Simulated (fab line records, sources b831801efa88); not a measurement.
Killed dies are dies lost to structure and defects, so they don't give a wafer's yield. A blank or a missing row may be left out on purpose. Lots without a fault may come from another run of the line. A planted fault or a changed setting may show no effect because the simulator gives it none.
fab line records | flow sky130
record lots=13 wafers=39 last_day=52
route steps=708 shown VIA1@476 METAL4@633 VIA4@659 METAL5@664 PAD_OPEN@708
lots that met no fault: from a run of the same line without faults
start_h: hours from the record's first day to the start of the lot's first wafer shown | wait_h: hours since the lot's step before | " the same as in the row above | L1.1+2: a row that stands for several wafers | - no value, or no start given | * or withheld: withheld | < > ~ a bound
route shown NAME@n: a module of which the file shows steps, and the number in the route of the first | usual: mean/standard deviation of fault-free wafers | same: alike in all rows | chamber/n: place in a boat | sites: the reading at each site | _std_site: their standard deviation | _edge_site: outer sites' mean less inner sites' | radius_mm: how far each site lies from the wafer's centre | mask NAME#n: copy n | behind: the tool/chamber that last shaped the wafer | hold: why the lot was held/for how many hours/how that ended | device: the transistor (n, p or np) that didn't switch | end of line: the same wafers' tests at the end of the route | a step without rows: its recipe alone | killed: dies lost to structure and defects at the first sort, not the wafer's yield | map: a wafer's dies, x killed, . not, _ none there
set.NAME: the setting as run; set.NAME@STEP: as run at that earlier step | model.NAME: the simulator's own value behind a step, which no gauge read
steps of the route over a sample of lots; a table a step, a row a wafer
services: from which hour (start_h, from the record's first day; less than 0 if before it) a tool's chamber was out of use, for how many hours, and why
## steps
# step SKY_VIA1_CLEAN_18
# recipe chemistry=IPA time_s=180 temp_c=25
# columns lot.wafer tool chamber start_h wait_h
L155.1+2+3 wet_bench-04 3 743.32 0.0
L156.1+3+6 wet_bench-02 1 744.00 0.0
L158.1+3+4 wet_bench-03 1 747.00 0.0
L159.2+4+5 wet_bench-04 2 760.02 0.0
L161.1+2+6 wet_bench-04 3 768.25 0.0
L160.1+4+5 wet_bench-04 2 770.32 0.0
L163.2+3+4 wet_bench-04 2 790.75 0.0
L164.2+4+5 wet_bench-04 2 795.37 0.0
L170.1+2+5 wet_bench-02 1 830.22 0.0
L174.2+4+6 wet_bench-03 1 1033.72 0.0
L176.2+3+4 wet_bench-03 0 1034.87 0.0
L177.2+4+6 wet_bench-03 0 1035.68 0.0
L178.2+3+5 wet_bench-04 1 1036.22 0.0
# step SKY_METAL4_ETCH_17
# recipe target=SiO2 stop_on=TiN chemistry=C4F8/O2/Ar source_w=1500 bias_w=1200 pressure_mtorr=40 c4f8_flow_sccm=withheld O2_flow_sccm=6 Ar_flow_sccm=300 time_s=3.9 target_depth_a=150
# usual oes_product_au=0.753/0.0072
# columns lot.wafer tool chamber start_h wait_h oes_product_au rf_hours_counter_h
L155.1 rie_diel-03 2 936.69 0.1 0.748 17
L155.2 " 1 " " 0.750 12
L155.3 " 0 " " 0.751 2
L156.1 rie_diel-04 0 937.39 0.1 0.750 9
L156.3 " 2 " " 0.750 3
L156.6 " 0 " " 0.762 -
L158.1 rie_diel-03 0 940.44 0.1 0.750 2
L158.3 " 1 " " 0.747 12
L158.4 " 2 " " 0.759 17
L159.2 rie_diel-01 0 951.27 0.1 0.748 1
L159.4 " 2 " " 0.753 5
L159.5 " 1 " " 0.756 -
L161.1 rie_diel-04 3 959.97 0.1 0.753 19
L161.2 " 2 " " 0.736 4
L161.6 " 2 " " 0.744 -
L160.1 rie_diel-01 1 962.07 0.1 0.759 21
L160.4 " 2 " " 0.750 5
L160.5 " 0 " " 0.750 -
L163.2 rie_diel-04 0 983.67 0.1 0.739 10
L163.3 " 1 " " 0.744 1
L163.4 " 2 " " 0.744 5
L164.2 rie_diel-01 2 986.27 0.1 0.751 6
L164.4 " 0 " " 0.754 -
L164.5 " 2 " " 0.764 -
L170.1 rie_diel-01 1 1017.79 0.1 0.760 24
L170.2 " 0 " " 0.751 3
L170.5 " 2 " " 0.758 -
L174.2 rie_diel-04 0 1170.48 0.1 0.753 15
L174.4 " 3 " " 0.764 25
L174.6 " 1 " " 0.760 -
L176.2 rie_diel-04 3 1172.78 0.1 0.757 25
L176.3 " 1 " " 0.746 7
L176.4 " 2 " " 0.747 11
L177.2 rie_diel-01 1 1173.13 0.1 0.748 29
L177.4 " 0 " " 0.752 9
L177.6 " 1 " " 0.757 -
L178.2 rie_diel-03 3 1173.48 0.1 0.760 21
L178.3 " 1 " " 0.741 19
L178.5 " 1 " " 0.752 -
# step SKY_VIA4_THK_MEAS_20
# recipe thk_meas_gauge=xrf reads=W_of_VIA4_CVD_18
# usual VIA4_W_THK=493/7.5
# columns lot.wafer tool chamber start_h wait_h VIA4_W_THK[nm]
L156.1 film_metro-04 - 964.42 0.1 502
L156.3 " - " " 493
L156.6 " - " " 488
L155.1 film_metro-04 - 964.60 0.1 495
L155.2 " - " " 492
L155.3 " - " " 501
L158.1 film_metro-03 - 967.86 0.1 492
L158.3 " - " " 493
L158.4 " - " " 488
L159.2 film_metro-03 - 978.28 0.1 492
L159.4 " - " " 501
L159.5 " - " " 484
L161.1 film_metro-04 - 987.68 0.1 498
L161.2 " - " " 487
L161.6 " - " " 490
L160.1 film_metro-03 - 990.10 0.1 478
L160.4 " - " " 481
L160.5 " - " " 479
L163.2 film_metro-03 - 1010.86 0.1 487
L163.3 " - " " 485
L163.4 " - " " 479
L164.2 film_metro-01 - 1012.58 0.1 499
L164.4 " - " " 497
L164.5 " - " " 501
L170.1 film_metro-03 - 1042.46 0.1 494
L170.2 " - " " 483
L170.5 " - " " 492
L174.2 film_metro-04 - 1187.99 0.1 500
L174.4 " - " " 501
L174.6 " - " " 500
L177.2 film_metro-01 - 1189.01 0.1 508
L177.4 " - " " 496
L177.6 " - " " 500
L176.2 film_metro-01 - 1189.25 0.1 502
L176.3 " - " " 503
L176.4 " - " " 496
L178.2 film_metro-03 - 1189.34 0.1 487
L178.3 " - " " 479
L178.5 " - " " 489
# step SKY_METAL5_SPUTTER_03
# recipe material=Ti target_thk_nm=5 power_w=3000 time_s=3.3 chamber_pressure_pa=0.4
# usual throttle_valve_pct=29.4/1.1
# columns lot.wafer tool chamber start_h wait_h throttle_valve_pct
L156.1 pvd_sputter-04 - 964.88 0.0 32.4
L156.3 " - " " 28.9
L156.6 " - " " 28.1
L155.1 pvd_sputter-02 - 965.13 0.0 30.1
L155.2 " - " " 29.1
L155.3 " - " " 30.0
L158.1 pvd_sputter-04 - 968.32 0.0 29.1
L158.3 " - " " 31.9
L158.4 " - " " 28.4
L159.2 pvd_sputter-03 - 978.73 0.0 29.3
L159.4 " - " " 28.6
L159.5 " - " " 28.5
L161.1 pvd_sputter-02 - 988.14 0.0 30.0
L161.2 " - " " 28.9
L161.6 " - " " 30.0
L160.1 pvd_sputter-03 - 990.56 0.0 28.8
L160.4 " - " " 29.1
L160.5 " - " " 30.1
L163.2 pvd_sputter-02 - 1011.84 0.0 29.0
L163.3 " - " " 30.2
L163.4 " - " " 29.8
L164.2 pvd_sputter-04 - 1013.17 0.0 28.9
L164.4 " - " " 27.9
L164.5 " - " " 28.3
L170.1 pvd_sputter-03 - 1042.92 0.0 30.0
L170.2 " - " " 28.8
L170.5 " - " " 28.6
L174.2 pvd_sputter-02 - 1190.69 0.0 28.9
L174.4 " - " " 29.8
L174.6 " - " " 29.8
L177.2 pvd_sputter-02 - 1191.59 0.0 30.0
L177.4 " - " " 29.6
L177.6 " - " " 29.3
L176.2 pvd_sputter-03 - 1191.66 0.0 29.8
L176.3 " - " " 29.0
L176.4 " - " " 30.2
L178.2 pvd_sputter-04 - 1191.89 0.0 32.0
L178.3 " - " " 28.4
L178.5 " - " " 31.9
# step SKY_PAD_OPEN_PROBE_99
# usual defect_limited_yield=82.5/1.9 killed_at_M0_to_M3=43/7 killed_at_M4_up=2.7/1.6 killed_at_contacts=24/5.3 killed_at_front_end=16/4.6 killed_at_other=0.3/0.53 killed_dies=86/9.3 killed_open=47/6.9 killed_short=38/6.1 sort_bin_3_pad_short=0.9/0.4 sort_bin_5_function=10.3/1.4 sort_bin_6_memory=6.3/1.1 sort_n_pass=406/9.3 sort_yield_pct=82.5/1.9
# same gross_dies=492 killed_at_back_side=0 sort_bin_4_leakage[%]=0 sort_bin_8_speed[%]=0
# columns lot.wafer tool chamber start_h wait_h defect_limited_yield[%] killed_at_M0_to_M3 killed_at_M4_up killed_at_contacts killed_at_front_end killed_at_other killed_dies killed_open killed_short sort_bin_3_pad_short[%] sort_bin_5_function[%] sort_bin_6_memory[%] sort_n_pass sort_yield_pct[%]
L155.1 prober-02 - 1041.12 0.1 84.1 34 6 22 16 0 78 42 35 1.0 7.9 6.9 414 84.1
L155.2 prober-02 - 1041.17 0.1 81.7 43 2 28 17 0 90 46 41 0.6 11.0 6.7 402 81.7
L155.3 prober-02 - 1041.22 0.2 83.1 35 2 28 18 0 83 39 43 1.6 10.0 5.3 409 83.1
L158.1 prober-02 - 1042.92 0.1 82.7 54 0 19 11 1 85 43 42 1.2 10.4 5.7 407 82.7
L158.3 prober-02 - 1043.02 0.2 81.5 51 5 24 11 0 91 47 42 1.6 11.4 5.5 401 81.5
L158.4 prober-02 - 1043.07 0.2 83.9 35 4 30 10 0 79 44 35 0.2 9.1 6.7 413 83.9
L163.2 prober-01 - 1077.31 0.1 73.4 94 2 24 11 0 131 49 30 1.2 17.1 8.3 361 73.4
L163.3 prober-01 - 1077.36 0.2 75.0 91 2 19 11 0 123 38 38 2.4 16.1 6.5 369 75.0
L163.4 prober-01 - 1077.41 0.2 72.6 101 3 20 11 0 135 42 45 2.8 17.7 6.9 357 72.6
L164.2 prober-01 - 1080.36 0.1 72.4 90 2 18 26 0 136 59 32 1.6 17.7 8.3 356 72.4
L164.4 prober-01 - 1080.46 0.2 73.0 87 2 30 14 0 133 50 39 2.4 18.3 6.3 359 73.0
L164.5 prober-01 - 1080.51 0.2 71.3 81 2 32 26 0 141 51 48 2.8 16.7 9.1 351 71.3
# killed by level:class
L155.1 CONTACT:geometric_particle:open=9 LI_CONTACT:geometric_particle:open=9 VIA1:geometric_particle:open=9 METAL4:geometric_particle:short=6 FIELD_ISO:geometric_particle:short=5 METAL2:geometric_particle:short=4 VIA2:geometric_particle:open=4 VIA3:geometric_particle:open=4
L155.2 VIA1:geometric_particle:open=9 VIA3:geometric_particle:open=8 CONTACT:geometric_particle:open=7 LI_CONTACT:geometric_particle:open=6 FIELD_ISO:geometric_particle:open=5 METAL1:geometric_particle:short=5 FIELD_ISO:geometric_particle:short=4 LOCAL_INTERCONNECT:geometric_particle:short=4
L155.3 CONTACT:geometric_particle:open=9 LI_CONTACT:geometric_particle:open=7 METAL2:geometric_particle:short=7 VIA1:geometric_particle:open=6 VIA2:geometric_particle:open=6 FIELD_ISO:geometric_particle:short=5 CONTACT:geometric_particle:short=5 METAL1:geometric_particle:short=5
L158.1 VIA3:geometric_particle:open=13 VIA1:geometric_particle:open=8 CONTACT:geometric_particle:short=6 METAL1:geometric_particle:short=6 VIA1:geometric_particle:short=6 LI_CONTACT:geometric_particle:open=5 CONTACT:geometric_particle:open=5 POLY_GATE:geometric_particle:short=4
L158.3 VIA1:geometric_particle:open=17 CONTACT:geometric_particle:open=8 VIA1:geometric_particle:short=8 VIA3:geometric_particle:open=7 FIELD_ISO:geometric_particle:short=6 LI_CONTACT:geometric_particle:open=5 LOCAL_INTERCONNECT:geometric_particle:short=4 CONTACT:geometric_particle:short=4
L158.4 VIA1:geometric_particle:open=9 VIA3:geometric_particle:open=9 LI_CONTACT:geometric_particle:open=8 LI_CONTACT:geometric_particle:short=8 CONTACT:geometric_particle:open=7 METAL1:geometric_particle:short=6 VIA1:geometric_particle:short=5 CONTACT:geometric_particle:short=4
L163.2 VIA1:unspecified=52 VIA1:geometric_particle:open=16 CONTACT:geometric_particle:open=9 CONTACT:geometric_particle:short=6 LI_CONTACT:geometric_particle:open=5 VIA2:geometric_particle:open=5 FIELD_ISO:geometric_particle:open=4 VIA1:geometric_particle:short=4
L163.3 VIA1:unspecified=47 VIA1:geometric_particle:open=9 VIA3:geometric_particle:open=7 CONTACT:geometric_particle:short=6 VIA2:geometric_particle:open=6 METAL1:geometric_particle:short=5 VIA3:geometric_particle:short=5 LOCAL_INTERCONNECT:geometric_particle:short=4
L163.4 VIA1:unspecified=48 VIA1:geometric_particle:open=9 METAL1:geometric_particle:short=9 CONTACT:geometric_particle:open=8 VIA3:geometric_particle:open=8 VIA2:geometric_particle:open=7 VIA3:geometric_particle:short=6 LOCAL_INTERCONNECT:geometric_particle:short=5
L164.2 VIA1:unspecified=45 VIA1:geometric_particle:open=14 FIELD_ISO:geometric_particle:open=7 LI_CONTACT:geometric_particle:open=6 CONTACT:geometric_particle:open=6 VIA3:geometric_particle:open=6 VIA2:geometric_particle:open=5 FIELD_ISO:geometric_particle:short=4
L164.4 VIA1:unspecified=44 VIA1:geometric_particle:open=14 CONTACT:geometric_particle:open=10 LI_CONTACT:geometric_particle:open=8 VIA3:geometric_particle:open=7 VIA1:geometric_particle:short=6 LI_CONTACT:geometric_particle:short=5 METAL1:geometric_particle:short=4
L164.5 VIA1:unspecified=42 VIA1:geometric_particle:open=10 CONTACT:geometric_particle:open=9 POLY_GATE:geometric_particle:short=8 LOCAL_INTERCONNECT:geometric_particle:short=8 POLY_GATE:geometric_particle:open=7 VIA2:geometric_particle:open=7 VIA1:geometric_particle:short=6
## services
# columns tool chamber start_h hours kind
pvd_sputter-03 - 743.35 4.5 repair
rie_diel-04 2 831.35 3.2 repair
pvd_sputter-03 - 847.33 1.7 repair
rie_diel-01 3 854.52 3.5 repair
rie_diel-03 3 881.48 1.4 repair
wet_bench-03 - 890.24 1.5 repair
rie_diel-01 - 949.29 1.0 repair
pvd_sputter-04 - 975.92 9.6 repair
wet_bench-03 - 981.84 1.9 pm
rie_diel-03 - 985.03 2.8 pm
rie_diel-01 0 989.74 20.7 repair
rie_diel-01 - 989.89 1.6 repair
rie_diel-01 - 991.54 0.7 repair
rie_diel-01 2 995.97 1.2 repair
rie_diel-01 2 1010.36 4.6 repair
rie_diel-01 1 1036.40 5.5 repair
rie_diel-03 1 1059.52 2.2 repair
wet_bench-04 - 1064.35 1.9 pm
rie_diel-04 1 1103.89 8.9 repair
wet_bench-04 - 1106.23 6.6 repair
rie_diel-01 0 1125.41 3.9 repair
pvd_sputter-02 - 1130.53 8.0 repair
pvd_sputter-04 - 1173.54 5.8 repair
pvd_sputter-02 - 1181.00 7.7 repair
## key
first_sign step=SKY_PAD_OPEN_PROBE_99 reading=killed_at_M0_to_M3 direction=up sigmas=6.8 usual=43 struck=91
effect step=SKY_PAD_OPEN_PROBE_99 reading=defect_limited_yield direction=down sigmas=5.1 usual=82.5 struck=72.9
met_at SKY_VIA1_CLEAN_18
struck_lots L163,L164
struck_wafers L163.2,L163.3,L163.4,L164.2,L164.4,L164.5
not_acting_at SKY_METAL4_ETCH_17,SKY_VIA4_THK_MEAS_20,SKY_METAL5_SPUTTER_03
onset_between 770.32 790.75
fault kind=chamber_particle_source tool=wet_bench-04 chamber=2 onset_h=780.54 steps=SKY_VIA1_CLEAN_18 rate_per_visit_cm2=0.58931 end_h=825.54
